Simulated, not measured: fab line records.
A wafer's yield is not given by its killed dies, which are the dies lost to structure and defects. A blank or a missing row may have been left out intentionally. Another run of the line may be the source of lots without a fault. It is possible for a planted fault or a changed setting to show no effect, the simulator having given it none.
fab line records	flow gf180mcu
record lots=15	wafers=45	lastDay=34
route steps=602 shown STI@23 MVPSD@80 VT_IMPLANT@100
lots with no fault: from the same line, run without faults
startH: hours from the record's first day to the start of the lot's first wafer shown	waitH: hours elapsed since this lot's preceding step	" as in the row above	L1.1+2: a row that stands for several wafers	- no value, or no start was given	* or withheld: withheld	< > ~ a bound
route shown NAME@n: names a module that has steps shown in the file, with the first one's number in the route	usual: mean/standard deviation taken from wafers without a fault	same: alike in all rows	chamber/n: place in a boat	sites: the reading at each site	_std_site: standard deviation across them	_edge_site: mean of outer sites minus mean of inner sites	radiusMm: for every site, how far away it sits from the centre of the wafer	mask NAME#n: copy n	behind: the last tool/chamber to shape the wafer	hold: reason for holding the lot/hours on hold/outcome of the hold	device: whichever transistor did not switch (one of n, p or np)	end of line: the tests these same wafers got at the end of their route	a step given without rows: its recipe and nothing more	killed: not the wafer's yield, but the dies lost to structure and defects at the first sort	map: the dies of a wafer, with x for killed, . for not killed, _ for no die there
set.NAME: setting as actually run; set.NAME@STEP: the setting as run at that earlier step	model.NAME: the simulator's own value behind a step, which no gauge read
the route's steps for a sample of lots (tables are steps, rows are wafers)
services: from which hour (startH, from the record's first day; less than 0 if before it) a tool's chamber was out of use, for how many hours, and why
## steps
# step GF_STI_THK_MEAS_22
# recipe reads=SiO2_of_STI_OXIDATION_21
# usual STI_OXIDATION_01_THK=14.95/0.26
lot.wafer	tool	chamber	startH	waitH	STI_OXIDATION_01_THK[nm]
L282.1	filmMetro-01	-	28.34	0.0	14.56
L282.2	"	-	"	"	14.35
L282.3	"	-	"	"	14.38
L283.2	filmMetro-01	-	32.65	0.0	15.16
L283.3	"	-	"	"	14.93
L283.5	"	-	"	"	15.16
L286.1	filmMetro-03	-	49.03	0.0	15.26
L286.3	"	-	"	"	15.00
L286.6	"	-	"	"	15.35
L287.3	filmMetro-03	-	52.97	0.0	14.94
L287.4	"	-	"	"	14.74
L287.6	"	-	"	"	14.77
L291.1	filmMetro-04	-	73.91	0.0	15.03
L291.3	"	-	"	"	14.88
L291.6	"	-	"	"	14.71
L292.1	filmMetro-01	-	80.98	0.0	15.20
L292.3	"	-	"	"	15.16
L292.4	"	-	"	"	15.06
L293.2	filmMetro-01	-	84.13	0.0	15.19
L293.3	"	-	"	"	15.09
L293.6	"	-	"	"	15.18
L294.1	filmMetro-01	-	88.01	0.0	14.95
L294.3	"	-	"	"	15.08
L294.6	"	-	"	"	14.77
L297.1	filmMetro-01	-	104.44	0.0	14.70
L297.3	"	-	"	"	14.56
L297.6	"	-	"	"	15.08
L300.1	filmMetro-03	-	120.32	0.0	14.34
L300.2	"	-	"	"	14.19
L300.3	"	-	"	"	14.52
L301.2	filmMetro-03	-	125.06	0.0	14.94
L301.4	"	-	"	"	15.06
L301.5	"	-	"	"	15.14
L302.2	filmMetro-01	-	132.65	0.0	14.97
L302.3	"	-	"	"	15.11
L302.5	"	-	"	"	15.00
L303.1	filmMetro-01	-	135.10	0.0	14.92
L303.3	"	-	"	"	14.86
L303.6	"	-	"	"	14.84
L304.1	filmMetro-01	-	140.41	0.0	14.69
L304.4	"	-	"	"	15.06
L304.6	"	-	"	"	14.89
L305.4	filmMetro-03	-	145.53	0.0	14.43
L305.5	"	-	"	"	14.82
L305.6	"	-	"	"	14.68
# step GF_STI_THK_MEAS_30
# recipe reads=SiO2_of_STI_OXIDATION_29
# usual STI_OXIDATION_02_THK=9.98/0.18
lot.wafer	tool	chamber	startH	waitH	STI_OXIDATION_02_THK[nm]
L282.1	filmMetro-03	-	30.88	0.0	9.96
L282.2	"	-	"	"	10.12
L282.3	"	-	"	"	10.02
L283.2	filmMetro-01	-	35.19	0.0	9.83
L283.3	"	-	"	"	9.93
L283.5	"	-	"	"	9.83
L286.1	filmMetro-01	-	51.52	0.0	10.15
L286.3	"	-	"	"	9.90
L286.6	"	-	"	"	9.90
L287.3	filmMetro-01	-	55.46	0.0	9.96
L287.4	"	-	"	"	10.10
L287.6	"	-	"	"	9.87
L291.1	filmMetro-04	-	77.21	0.0	9.76
L291.3	"	-	"	"	10.00
L291.6	"	-	"	"	9.98
L292.1	filmMetro-03	-	83.50	0.0	9.91
L292.3	"	-	"	"	10.05
L292.4	"	-	"	"	9.75
L293.2	filmMetro-04	-	86.63	0.0	10.05
L293.3	"	-	"	"	10.05
L293.6	"	-	"	"	10.04
L294.1	filmMetro-01	-	90.51	0.0	10.18
L294.3	"	-	"	"	9.99
L294.6	"	-	"	"	10.11
L297.1	filmMetro-01	-	106.93	0.0	9.86
L297.3	"	-	"	"	9.80
L297.6	"	-	"	"	9.90
L300.1	filmMetro-04	-	123.10	0.0	9.77
L300.2	"	-	"	"	9.80
L300.3	"	-	"	"	9.95
L301.2	filmMetro-01	-	128.01	0.0	10.34
L301.4	"	-	"	"	10.21
L301.5	"	-	"	"	10.30
L302.2	filmMetro-01	-	135.17	0.0	9.99
L302.3	"	-	"	"	9.97
L302.5	"	-	"	"	9.86
L303.1	filmMetro-04	-	139.28	0.0	10.08
L303.3	"	-	"	"	10.08
L303.6	"	-	"	"	10.33
L304.1	filmMetro-03	-	144.07	0.0	9.69
L304.4	"	-	"	"	9.77
L304.6	"	-	"	"	9.82
L305.4	filmMetro-04	-	148.12	0.0	10.00
L305.5	"	-	"	"	10.08
L305.6	"	-	"	"	9.99
# step GF_MVPSD_COAT_02
# recipe spinRpm=2000	resistThkNm=3000
# usual chillPlateTempC=23.00/0.11	dispensePressureKPa=52/3.8	spinSpeedRpm=1999.7/1.2
lot.wafer	tool	chamber	startH	waitH	chillPlateTempC	dispensePressureKPa	spinSpeedRpm
L282.1	lithoTrack-01	0	90.25	0.1	23.15	56	1998.6
L282.2	"	0	"	"	23.06	56	2000.4
L282.3	"	0	"	"	22.97	56	1999.1
L283.2	lithoTrack-01	0	95.03	0.1	23.09	56	1999.8
L283.3	"	0	"	"	22.93	56	1997.3
L283.5	"	0	"	"	22.93	56	2000.4
L286.1	lithoTrack-04	0	112.61	0.1	23.05	47	2000.5
L286.3	"	0	"	"	23.01	47	2000.5
L286.6	"	0	"	"	23.05	47	1998.4
L287.3	lithoTrack-04	0	116.56	0.1	22.83	47	2001.8
L287.4	"	0	"	"	22.69	47	2000.7
L287.6	"	0	"	"	22.87	47	1999.9
L291.1	lithoTrack-01	-	142.25	0.1	-	-	-
L291.3	"	-	"	"	-	-	-
L291.6	"	-	"	"	-	-	-
L292.1	lithoTrack-04	-	148.01	0.1	-	-	-
L292.3	"	-	"	"	-	-	-
L292.4	"	-	"	"	-	-	-
L293.2	lithoTrack-04	-	154.03	0.1	-	-	-
L293.3	"	-	"	"	-	-	-
L293.6	"	-	"	"	-	-	-
L294.1	lithoTrack-04	0	155.01	0.1	23.11	47	1999.3
L294.3	"	0	"	"	22.98	47	1999.5
L294.6	"	0	"	"	23.07	47	1999.3
L297.1	lithoTrack-01	0	177.35	0.1	22.97	56	1999.8
L297.3	"	0	"	"	22.78	56	1999.5
L297.6	"	0	"	"	23.00	56	1999.8
L300.1	lithoTrack-04	0	194.76	0.1	23.11	47	1998.3
L300.2	"	0	"	"	23.30	47	1998.3
L300.3	"	0	"	"	23.02	47	1999.0
L301.2	lithoTrack-01	0	200.58	0.1	23.00	56	2002.0
L301.4	"	0	"	"	23.06	56	2000.3
L301.5	"	0	"	"	23.11	56	2002.0
L302.2	lithoTrack-04	0	208.13	0.1	22.97	47	2001.7
L302.3	"	0	"	"	22.97	47	1999.7
L302.5	"	0	"	"	22.95	47	2000.0
L303.1	lithoTrack-01	0	212.95	0.1	22.97	56	1999.7
L303.3	"	0	"	"	23.00	56	2001.7
L303.6	"	0	"	"	23.18	56	2001.7
L304.1	lithoTrack-02	0	217.90	0.1	22.97	52	2000.3
L304.4	"	0	"	"	22.93	52	2001.6
L304.6	"	0	"	"	23.02	52	2001.7
L305.4	lithoTrack-04	0	223.53	0.1	23.13	47	1997.8
L305.5	"	0	"	"	23.12	47	2001.6
L305.6	"	0	"	"	23.21	47	1999.0
# step GF_MVPSD_OVL_MEAS_07
# usual MVPSD_OVL=-0.3/1.3
lot.wafer	tool	chamber	startH	waitH	MVPSD_OVL[nm]
L282.1	overlay-02	-	97.10	-	0.1
L282.2	"	-	"	"	0.4
L282.3	"	-	"	"	1.7
L283.2	overlay-02	-	101.56	-	-1.7
L283.3	"	-	"	"	0.8
L283.5	"	-	"	"	-0.1
L286.1	overlay-02	-	119.70	-	-1.5
L286.3	"	-	"	"	0.5
L286.6	"	-	"	"	-1.3
L287.3	overlay-01	-	124.12	-	1.1
L287.4	"	-	"	"	0.3
L287.6	"	-	"	"	0.0
L291.1	overlay-01	-	149.70	-	-
L291.3	"	-	"	"	-
L291.6	"	-	"	"	-
L292.1	overlay-01	-	156.30	-	-
L292.3	"	-	"	"	-
L292.4	"	-	"	"	-
L293.2	overlay-01	-	162.11	-	-
L293.3	"	-	"	"	-
L293.6	"	-	"	"	-
L294.1	overlay-01	-	163.06	-	2.2
L294.3	"	-	"	"	0.7
L294.6	"	-	"	"	1.4
L297.1	overlay-01	-	185.70	-	-1.6
L297.3	"	-	"	"	-1.4
L297.6	"	-	"	"	-0.6
L300.1	overlay-02	-	203.21	-	-0.6
L300.2	"	-	"	"	-0.5
L300.3	"	-	"	"	-0.6
L301.2	overlay-01	-	209.41	-	-2.3
L301.4	"	-	"	"	-1.8
L301.5	"	-	"	"	-1.3
L302.2	overlay-01	-	216.91	-	-0.3
L302.3	"	-	"	"	-0.4
L302.5	"	-	"	"	-0.8
L303.1	overlay-01	-	221.70	-	0.9
L303.3	"	-	"	"	-0.4
L303.6	"	-	"	"	-0.8
L304.1	overlay-02	-	227.10	-	2.5
L304.4	"	-	"	"	1.4
L304.6	"	-	"	"	-0.5
L305.4	overlay-01	-	232.32	-	-0.7
L305.5	"	-	"	"	0.5
L305.6	"	-	"	"	0.7
# step GF_VT_IMPLANT_TW_MEAS_10
# usual VT_IMPLANT_TW=565/3.8
lot.wafer	tool	chamber	startH	waitH	hold	VT_IMPLANT_TW
L282.1	filmMetro-02	-	111.77	0.1	-	570
L282.2	"	-	"	"	-	573
L282.3	"	-	"	"	-	572
L283.2	filmMetro-02	-	116.30	0.1	-	568
L283.3	"	-	"	"	-	573
L283.5	"	-	"	"	-	567
L286.1	filmMetro-03	-	135.59	0.1	-	565
L286.3	"	-	"	"	-	564
L286.6	"	-	"	"	-	567
L287.3	filmMetro-02	-	139.36	0.1	-	570
L287.4	"	-	"	"	-	567
L287.6	"	-	"	"	-	571
L291.1	filmMetro-03	-	166.19	0.1	awaitDispo/0.2h/release	695
L291.3	"	-	"	"	awaitDispo/0.2h/release	693
L291.6	"	-	"	"	awaitDispo/0.2h/release	690
L291.1	filmMetro-03	-	166.50	0.3	-	693
L291.3	"	-	"	"	-	695
L291.6	"	-	"	"	-	690
L292.1	filmMetro-01	-	172.29	0.1	awaitDispo/0.2h/release	693
L292.3	"	-	"	"	awaitDispo/0.2h/release	696
L292.4	"	-	"	"	awaitDispo/0.2h/release	695
L292.1	filmMetro-01	-	172.52	0.2	-	695
L292.3	"	-	"	"	-	698
L292.4	"	-	"	"	-	693
L293.2	filmMetro-02	-	179.85	0.1	awaitDispo/0.2h/release	698
L293.3	"	-	"	"	awaitDispo/0.2h/release	699
L293.6	"	-	"	"	awaitDispo/0.2h/release	698
L293.2	filmMetro-02	-	180.08	0.2	-	698
L293.3	"	-	"	"	-	699
L293.6	"	-	"	"	-	699
L294.1	filmMetro-02	-	179.99	0.1	-	568
L294.3	"	-	"	"	-	567
L294.6	"	-	"	"	-	566
L297.1	filmMetro-01	-	202.69	0.1	-	559
L297.3	"	-	"	"	-	563
L297.6	"	-	"	"	-	561
L300.1	filmMetro-02	-	220.79	0.1	-	567
L300.2	"	-	"	"	-	567
L300.3	"	-	"	"	-	571
L301.2	filmMetro-01	-	227.55	0.1	-	565
L301.4	"	-	"	"	-	562
L301.5	"	-	"	"	-	559
L302.2	filmMetro-01	-	235.35	0.1	-	562
L302.3	"	-	"	"	-	565
L302.5	"	-	"	"	-	560
L303.1	filmMetro-02	-	241.39	0.1	-	568
L303.3	"	-	"	"	-	572
L303.6	"	-	"	"	-	570
L304.1	filmMetro-03	-	245.64	0.1	-	565
L304.4	"	-	"	"	-	565
L304.6	"	-	"	"	-	562
L305.4	filmMetro-01	-	251.52	0.1	-	561
L305.5	"	-	"	"	-	559
L305.6	"	-	"	"	-	561
# step GF_VT_IMPLANT_TW_MEAS_21
# usual VT_IMPLANT_2_TW=1219/9
lot.wafer	tool	chamber	startH	waitH	hold	VT_IMPLANT_2_TW
L282.1	filmMetro-02	-	126.34	0.1	-	1228
L282.2	"	-	"	"	-	1228
L282.3	"	-	"	"	-	1230
L283.2	filmMetro-03	-	131.25	0.1	-	1216
L283.3	"	-	"	"	-	1221
L283.5	"	-	"	"	-	1210
L286.1	filmMetro-01	-	151.09	0.1	-	1209
L286.3	"	-	"	"	-	1212
L286.6	"	-	"	"	-	1210
L287.3	filmMetro-03	-	155.26	0.1	-	1213
L287.4	"	-	"	"	-	1213
L287.6	"	-	"	"	-	1210
L291.1	filmMetro-02	-	183.89	0.1	awaitDispo/0.2h/release	1256
L291.3	"	-	"	"	awaitDispo/0.2h/release	1256
L291.6	"	-	"	"	awaitDispo/0.2h/release	1258
L291.1	filmMetro-02	-	184.11	0.2	-	1257
L291.3	"	-	"	"	-	1254
L291.6	"	-	"	"	-	1253
L292.1	filmMetro-02	-	188.84	0.1	awaitDispo/0.2h/release	1264
L292.3	"	-	"	"	awaitDispo/0.2h/release	1257
L292.4	"	-	"	"	awaitDispo/0.2h/release	1256
L292.1	filmMetro-02	-	189.06	0.2	-	1258
L292.3	"	-	"	"	-	1251
L292.4	"	-	"	"	-	1259
L294.1	filmMetro-01	-	196.24	0.1	-	1215
L294.3	"	-	"	"	-	1218
L294.6	"	-	"	"	-	1212
L293.2	filmMetro-02	-	196.25	0.1	awaitDispo/0.2h/release	1267
L293.3	"	-	"	"	awaitDispo/0.2h/release	1265
L293.6	"	-	"	"	awaitDispo/0.2h/release	1255
L293.2	filmMetro-02	-	196.47	0.2	-	1252
L293.3	"	-	"	"	-	1255
L293.6	"	-	"	"	-	1252
L297.1	filmMetro-02	-	220.09	0.1	-	1227
L297.3	"	-	"	"	-	1229
L297.6	"	-	"	"	-	1226
L300.1	filmMetro-01	-	238.29	0.1	-	1213
L300.2	"	-	"	"	-	1213
L300.3	"	-	"	"	-	1219
L301.2	filmMetro-01	-	245.95	0.1	-	1208
L301.4	"	-	"	"	-	1207
L301.5	"	-	"	"	-	1209
L302.2	filmMetro-02	-	254.00	0.1	-	1223
L302.3	"	-	"	"	-	1232
L302.5	"	-	"	"	-	1226
L303.1	filmMetro-02	-	260.34	0.1	-	1224
L303.3	"	-	"	"	-	1227
L303.6	"	-	"	"	-	1229
L304.1	filmMetro-02	-	264.59	0.1	-	1226
L304.4	"	-	"	"	-	1225
L304.6	"	-	"	"	-	1227
L305.4	filmMetro-01	-	270.32	0.1	-	1206
L305.5	"	-	"	"	-	1199
L305.6	"	-	"	"	-	1202
# step GF_VT_IMPLANT_STRIP_31
# recipe chemistry=O2/N2	powerW=1400	pressureMtorr=1500	platenTempC=250	o2FlowSccm=3000	n2FlowSccm=300	overashFraction=0.5
# usual chamberPressureMTorr=1500.0/1.4	drypumpMotorCurrentA=5.7/0.33	heaterPowerW=336/39	oesProductAu=0.715/0.0047	stripTimeToEndpointS=12.64/0.032
lot.wafer	tool	chamber	startH	waitH	chamberPressureMTorr	drypumpMotorCurrentA	heaterPowerW	oesProductAu	rfHoursCounterH	stripTimeToEndpointS
L282.1	plasmaAsher-02	1	141.04	0.1	1499.7	5.8	376	0.718	2	12.64
L282.2	"	0	"	"	1498.1	5.4	298	0.716	2	12.65
L282.3	"	0	"	"	1500.6	5.4	301	0.720	-	12.65
L283.2	plasmaAsher-04	0	146.69	0.1	1501.6	5.6	364	0.710	35	12.67
L283.3	"	1	"	"	1500.3	5.4	286	0.709	-	12.62
L283.5	"	0	"	"	1498.3	5.5	359	0.714	-	12.65
L286.1	plasmaAsher-02	0	166.99	0.1	1502.0	5.4	290	0.716	6	12.66
L286.3	"	0	"	"	1500.4	5.4	290	0.713	-	12.69
L286.6	"	0	"	"	1500.4	5.4	296	0.714	-	12.69
L287.3	plasmaAsher-01	0	170.97	0.1	1499.7	6.3	364	0.709	-	12.60
L287.4	"	1	"	"	1498.0	5.4	316	0.719	-	12.63
L287.6	"	0	"	"	1500.6	6.3	366	0.704	-	12.58
L291.1	plasmaAsher-04	1	200.44	0.1	1500.2	5.5	280	0.718	39	12.56
L291.3	"	1	"	"	1499.8	5.5	279	0.718	-	12.59
L291.6	"	0	"	"	1500.2	5.6	365	0.710	-	12.63
L292.1	plasmaAsher-04	0	205.09	0.1	1499.1	5.6	360	0.713	39	12.66
L292.3	"	1	"	"	1499.5	5.4	284	0.712	-	12.63
L292.4	"	0	"	"	1500.6	5.6	368	0.722	-	12.65
L293.2	plasmaAsher-04	1	212.99	0.1	1497.4	5.5	278	0.723	40	12.67
L293.3	"	0	"	"	1499.4	5.5	371	0.716	-	12.67
L293.6	"	1	"	"	1501.3	5.4	282	0.706	-	12.67
L294.1	plasmaAsher-02	1	213.29	0.1	1502.0	5.9	379	0.716	11	12.63
L294.3	"	0	"	"	1500.6	5.4	295	0.706	-	12.64
L294.6	"	1	"	"	1502.0	5.9	380	0.717	-	12.67
L297.1	plasmaAsher-01	0	237.24	0.1	1498.2	6.3	367	0.717	62	12.68
L297.3	"	1	"	"	1500.4	5.5	310	0.718	-	12.71
L297.6	"	0	"	"	1502.4	6.3	370	0.712	-	12.71
L300.1	plasmaAsher-01	1	256.69	0.1	1499.4	5.5	310	0.713	64	12.66
L300.2	"	0	"	"	1499.8	6.3	372	0.714	64	12.65
L300.3	"	0	"	"	1500.7	6.3	369	0.724	-	12.64
L301.2	plasmaAsher-04	1	264.59	0.1	1500.3	5.5	285	0.715	44	12.61
L301.4	"	1	"	"	1500.1	5.4	289	0.717	-	12.66
L301.5	"	0	"	"	1498.3	5.5	364	0.718	-	12.61
L302.2	plasmaAsher-02	0	273.24	0.1	1499.1	5.4	297	0.717	17	12.69
L302.3	"	0	"	"	1499.9	5.4	301	0.711	-	12.63
L302.5	"	1	"	"	1501.9	5.8	387	0.709	-	12.61
L303.1	plasmaAsher-02	1	279.89	0.1	1499.0	5.8	369	0.717	18	12.63
L303.3	"	0	"	"	1502.5	5.4	299	0.714	-	12.60
L303.6	"	0	"	"	1499.4	5.4	303	0.719	-	12.61
L304.1	plasmaAsher-02	1	284.29	0.1	1501.3	5.8	384	0.713	18	12.63
L304.4	"	0	"	"	1499.4	5.4	297	0.713	-	12.63
L304.6	"	1	"	"	1498.7	5.9	383	0.710	-	12.63
L305.4	plasmaAsher-04	1	290.27	0.1	1499.8	5.5	279	0.712	-	12.69
L305.5	"	1	"	"	1500.4	5.5	279	0.725	-	12.68
L305.6	"	0	"	"	1498.1	5.6	368	0.721	-	12.67
# step GF_VT_IMPLANT_TW_MEAS_32
# usual VT_IMPLANT_3_TW=268.5/1.5
lot.wafer	tool	chamber	startH	waitH	hold	VT_IMPLANT_3_TW
L282.1	filmMetro-01	-	141.14	0.1	-	267.6
L282.2	"	-	"	"	-	265.6
L282.3	"	-	"	"	-	266.9
L283.2	filmMetro-03	-	146.80	0.1	-	269.5
L283.3	"	-	"	"	-	268.2
L283.5	"	-	"	"	-	268.9
L286.1	filmMetro-01	-	167.09	0.1	-	267.8
L286.3	"	-	"	"	-	267.1
L286.6	"	-	"	"	-	268.8
L287.3	filmMetro-03	-	171.06	0.1	-	270.0
L287.4	"	-	"	"	-	270.6
L287.6	"	-	"	"	-	270.0
L291.1	filmMetro-03	-	200.54	0.1	awaitDispo/0.2h/release	569.6
L291.3	"	-	"	"	awaitDispo/0.2h/release	571.8
L291.6	"	-	"	"	awaitDispo/0.2h/release	571.4
L291.1	filmMetro-03	-	200.77	0.2	-	570.3
L291.3	"	-	"	"	-	568.7
L291.6	"	-	"	"	-	568.2
L292.1	filmMetro-03	-	205.19	0.1	awaitDispo/0.2h/release	571.3
L292.3	"	-	"	"	awaitDispo/0.2h/release	568.6
L292.4	"	-	"	"	awaitDispo/0.2h/release	572.3
L292.1	filmMetro-03	-	205.41	0.2	-	568.7
L292.3	"	-	"	"	-	570.0
L292.4	"	-	"	"	-	568.3
L293.2	filmMetro-01	-	213.10	0.1	awaitDispo/0.2h/release	567.2
L293.3	"	-	"	"	awaitDispo/0.2h/release	567.4
L293.6	"	-	"	"	awaitDispo/0.2h/release	572.4
L293.2	filmMetro-01	-	213.32	0.2	-	568.2
L293.3	"	-	"	"	-	567.7
L293.6	"	-	"	"	-	564.4
L294.1	filmMetro-03	-	213.39	0.1	-	268.6
L294.3	"	-	"	"	-	267.9
L294.6	"	-	"	"	-	268.1
L297.1	filmMetro-01	-	237.34	0.1	-	268.4
L297.3	"	-	"	"	-	268.5
L297.6	"	-	"	"	-	267.6
L300.1	filmMetro-01	-	256.79	0.1	-	267.6
L300.2	"	-	"	"	-	267.5
L300.3	"	-	"	"	-	267.6
L301.2	filmMetro-01	-	264.70	0.1	-	265.5
L301.4	"	-	"	"	-	267.6
L301.5	"	-	"	"	-	267.8
L302.2	filmMetro-03	-	273.35	0.1	-	268.7
L302.3	"	-	"	"	-	270.8
L302.5	"	-	"	"	-	268.9
L303.1	filmMetro-01	-	279.99	0.1	-	267.0
L303.3	"	-	"	"	-	266.3
L303.6	"	-	"	"	-	266.5
L304.1	filmMetro-01	-	284.39	0.1	-	266.9
L304.4	"	-	"	"	-	266.8
L304.6	"	-	"	"	-	266.8
L305.4	filmMetro-02	-	290.37	0.1	-	270.5
L305.5	"	-	"	"	-	270.8
L305.6	"	-	"	"	-	269.5
## services
tool	chamber	startH	hours	kind
plasmaAsher-01	-	70.68	3.0	repair
plasmaAsher-04	-	82.63	15.6	pm
plasmaAsher-02	-	94.01	2.8	pm
plasmaAsher-02	-	108.75	9.0	pm
plasmaAsher-02	0	108.75	9.0	ventCycle
plasmaAsher-02	1	108.75	9.0	ventCycle
plasmaAsher-02	0	117.75	-	clean
plasmaAsher-02	1	117.75	-	clean
plasmaAsher-02	-	132.42	1.6	repair
plasmaAsher-04	-	155.94	11.5	repair
plasmaAsher-04	-	197.43	1.0	repair
plasmaAsher-04	-	234.67	5.8	pm
plasmaAsher-02	-	254.23	2.9	repair
plasmaAsher-01	-	283.69	1.5	repair
## key
firstSign step=GF_MVPSD_COAT_02	reading=toolRecord	direction=missing
effect step=GF_MVPSD_OVL_MEAS_07	reading=MVPSD_OVL	direction=missing
effect step=GF_VT_IMPLANT_TW_MEAS_10	reading=visit	direction=added
effect step=GF_VT_IMPLANT_TW_MEAS_10	reading=VT_IMPLANT_TW	direction=up	sigmas=34	usual=565	struck=695
effect step=GF_VT_IMPLANT_TW_MEAS_21	reading=VT_IMPLANT_2_TW	direction=up	sigmas=4.5	usual=1219	struck=1259
effect step=GF_VT_IMPLANT_TW_MEAS_32	reading=VT_IMPLANT_3_TW	direction=up	sigmas=99+	usual=268.5	struck=570.2
metAt GF_MVPSD_COAT_02
struckLots L291,L292,L293
scrappedBehind GF_VT_IMPLANT_TW_MEAS_32 L291.1,L291.3,L291.6,L292.1,L292.3,L292.4,L293.2,L293.3,L293.6
notActingAt GF_STI_THK_MEAS_22,GF_STI_THK_MEAS_30,GF_VT_IMPLANT_STRIP_31
onsetBetween 116.56 142.25
fault kind=skippedStepWhole	tool=lithoTrack-01,lithoTrack-04	chamber=-	onsetH=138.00	steps=GF_MVPSD_COAT_02	scope=struckLotsOnly
